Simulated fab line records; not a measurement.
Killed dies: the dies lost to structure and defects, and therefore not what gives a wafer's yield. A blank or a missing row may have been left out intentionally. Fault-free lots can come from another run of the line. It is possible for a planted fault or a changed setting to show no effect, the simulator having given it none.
A single fault, viewed from 2 desks -- flow gf180mcu -- each desk holds nothing but its own numbers, with what lay behind them at the end

THE METROLOGY DESK
What the gauges read, lot by lot, whatever tool the lot ran on: means of the sampled wafers that have a number. A lot is out of limits, marked OUT, if its mean lies more than 4 standard deviations from the usual mean; the brackets give that distance.
Columns: A = PASSIVATION_CVD_02_THK at GF_PASSIVATION_THK_MEAS_03, usual 702 nm
lot,first seen here,A
L859,day 28 09:47,697
L860,day 28 18:05,707
L861,day 29 00:55,694
L863,day 29 16:40,704
L864,day 29 22:38,707
L865,day 30 07:42,708
L866,day 30 13:16,718
L867,day 30 22:56,705
L869,day 31 09:03,704
L870,day 31 18:58,708
L871,day 32 10:20,689
L873,day 32 13:44,708
L874,day 32 15:17,704
Finding of this desk: none of the 13 lots has anything out of limits.

FOR THE TOOL OWNER'S DESK: furnace-01
The tool's own readings at GF_DUAL_GATE_OXIDATION_02 (stabilise 600 s, purge 300 s, target thk 10.887 nm): means of the sampled wafers that have a number, for each lot that ran on this tool. A lot is out of limits, marked OUT, if its mean lies more than 4 standard deviations from the usual mean; the brackets give that distance.
Columns: A = ox_temp_c at GF_DUAL_GATE_OXIDATION_02, usual 900.0 C; B = spike_tc_lower_C at GF_DUAL_GATE_OXIDATION_02, usual 899.9 C; C = zone_power_top_pct at GF_DUAL_GATE_OXIDATION_02, usual 29.1 %
lot,first seen here,A,B,C
L860,day 8 03:31,899.9,899.1,31.2
L861,day 8 09:24,899.9,898.9,31.2
L863,day 8 23:53,900.1,898.2,31.4
L864,day 9 05:37,900.3,899.6,31.5
L865,day 9 12:33,900.1,900.2,31.2
L867,day 10 04:05,899.6,900.2,31.3
L869,day 10 16:16,899.7,900.0,31.1
L870,day 11 00:25,900.1,898.4,31.4
L871,day 11 04:33,900.0,899.7,31.1
L874,day 11 23:59,900.3,899.5,31.2
Finding of this desk: none of the 10 lots has anything out of limits.

TAKEN TOGETHER
The metrology desk saw nothing out of limits.
Nothing out of limits was seen by the tool owner's desk.

WHAT THE SIMULATOR PUT IN
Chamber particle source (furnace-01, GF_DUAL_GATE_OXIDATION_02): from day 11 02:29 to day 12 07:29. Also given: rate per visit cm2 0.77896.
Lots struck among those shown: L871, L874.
